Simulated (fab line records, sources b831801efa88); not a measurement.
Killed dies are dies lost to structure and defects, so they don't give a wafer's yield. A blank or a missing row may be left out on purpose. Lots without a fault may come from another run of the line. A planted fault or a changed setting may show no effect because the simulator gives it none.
A struck lot beside a sound one | flow sky130 | 24 steps out of a route of 708
Sound: wafers L498.1, L498.4, L498.5. Struck: wafer L508.2. (L508.4, L508.6 of the same lot were not struck and are left out.) The cause comes at the end.
At each step with rows: each side's tool, then ch and its chambers, then its first start. Under that, the readings that differ: sound wafers | struck wafers | difference of the means | sigmas: that difference in standard deviations of wafers without a fault.
alike: readings whose means differ by less than 2 such deviations, and words and numbers that are the same on both sides. not compared: withheld readings, readings that some wafer has no value for, bounds like >300 that may hide the same value, and numbers for which the record gives no deviation and whose values overlap.
The two part at a step that has a row with sigmas, a row that says differs or no value, or rows on one side only. Numbers that don't overlap but have no deviation are shown without sigmas and don't part them. A reading that every wafer of one side lacks parts them only if that side has two wafers or more.

SKY_VIA2_CMP_02: polishes SiO2.
  sound on cmp-02 ch 1,2,3, day 35 21:10; struck on cmp-01 ch 2, day 41 00:52
  alike: motor_current_A, platen_rpm, slurry_flow_ml_min
SKY_VIA2_BOW_MEAS_03:
  sound on film_metro-01, day 35 21:28; struck on film_metro-04, day 41 01:11
  reading       | sound    | struck | difference | sigmas
  VIA2_BOW (um) | 72 79 90 | 97     | +17        | +2
then, 8 steps without rows for these wafers: SKY_VIA2_DEHYDRATE_04 (time 60 s); SKY_VIA2_HMDS_05 (prime time 60 s); SKY_VIA2_COAT_06 (resist thk 60 nm); SKY_VIA2_COAT_07 (resist thk 450 nm); SKY_VIA2_SOFTBAKE_08 (time 90 s); SKY_VIA2_EXPOSE_09 (exposes mask VIM2, target cd 200 nm); SKY_VIA2_PEB_10; SKY_VIA2_DEVELOP_11 (develop time 60 s).
SKY_VIA2_CD_MEAS_12: target cd 200 nm.
  sound on cd_sem-01, day 36 23:30; struck on cd_sem-01, day 42 01:02
  reading    | sound             | struck | difference | sigmas
  cd_nm (nm) | 198.8 198.5 198.3 | 202.1  | +3.6       | +3
SKY_VIA2_OVL_MEAS_13:
  sound on overlay-01, day 36 23:37; struck on overlay-02, day 42 01:08
  alike: VIA2_OVL
SKY_VIA2_ETCH_14: etches BARC in N2/H2, stops on SiO2, time 45.9 s, target depth 60 nm.
  sound on rie_diel-01 ch 0,1,3, day 36 23:40; struck on rie_diel-01 ch 2, day 42 01:10
  reading                                     | sound             | struck | difference | sigmas
  oes_product_au (a.u.)                       | 0.854 0.848 0.857 | 0.974  | +0.121     | +26
  run_length_s (s)                            | 73.6 73.5 74.9    | 54.0   | -20.0      | -35
  model.KrF-thick_of_VIA2_COAT_07.thk_nm (nm) | 393.6 393.3 392.8 | 413.2  | +20.0      |
  model.etch.depth_nm (nm)                    | 60.17 60.19 60.07 | 42.68  | -17.46     |
  alike: drypump_motor_current_A, throttle_valve_pct
  not compared: rf_hours_counter_h, model.VIA2.cd_nm
SKY_VIA2_ETCH_15: etches SiO2 in C4F8/O2/Ar, stops on TiN, target depth 546 nm, time 84 s.
  sound on rie_diel-01 ch 0,1,3, day 36 23:42; struck on rie_diel-01 ch 2, day 42 01:12
  reading                                     | sound             | struck | difference | sigmas
  oes_product_au (a.u.)                       | 0.938 0.932 0.942 | 0.374  | -0.563     | -99 or more
  model.KrF-thick_of_VIA2_COAT_07.thk_nm (nm) | 284.6 283.6 283.9 | 306.2  | +22.2      |
  alike: run_length_s
  not compared: rf_hours_counter_h
SKY_VIA2_STRIP_16: strips in O2/N2.
  sound on plasma_asher-03 ch 0, day 36 23:46; struck on plasma_asher-01 ch 0, day 42 01:16
  reading                      | sound             | struck | difference | sigmas
  strip_time_to_endpoint_s (s) | 4.065 4.055 4.067 | 4.277  | +0.215     | +10
  alike: drypump_motor_current_A, oes_product_au
  not compared: rf_hours_counter_h
then, 3 steps without rows for these wafers: SKY_VIA2_STRIP_17 (strips in post etch residue remover, time 1200 s); SKY_VIA2_CLEAN_18 (cleans in IPA, time 180 s); SKY_VIA2_CLEAN_19 (cleans in O3/DIW).
SKY_VIA2_SPUTTER_20: material TiN, target thk 20 nm, time 80 s.
  sound on pvd_sputter-02, day 37 00:22; struck on pvd_sputter-02, day 42 01:52
  alike: throttle_valve_pct
SKY_VIA2_CVD_21: deposits W, target thk 420 nm, time 126.4 s.
  sound on cvd_w-01 ch 0,1, day 37 00:25; struck on cvd_w-01 ch 1, day 42 01:58
  alike: heater_power_w
SKY_VIA2_CMP_24: polishes, stops on SiO2, t overpolish 20 s, target thk 0 nm.
  sound on cmp-01 ch 0,3, day 37 00:44; struck on cmp-01 ch 0, day 42 02:25
  alike: motor_current_A, overpolish_run_s, platen_rpm, slurry_flow_ml_min, time_to_endpoint_s
SKY_METAL3_SPUTTER_00: material Ti, target thk 15 nm, time 10 s.
  the record has rows for the sound wafers here (pvd_sputter-01, day 37 01:02) and none for the struck ones
SKY_METAL3_SPUTTER_01: material TiN, target thk 20 nm, time 16.7 s.
  the record has rows for the sound wafers here (pvd_sputter-01, day 37 01:04) and none for the struck ones
SKY_METAL3_SPUTTER_02: material AlCu, target thk 735 nm, time 39.1 s.
  the record has rows for the sound wafers here (pvd_sputter-01, day 37 01:05) and none for the struck ones

WHERE THEY PART
First at SKY_VIA2_BOW_MEAS_03; last, within this record, at SKY_METAL3_SPUTTER_02.

WHY: what the simulator had put in
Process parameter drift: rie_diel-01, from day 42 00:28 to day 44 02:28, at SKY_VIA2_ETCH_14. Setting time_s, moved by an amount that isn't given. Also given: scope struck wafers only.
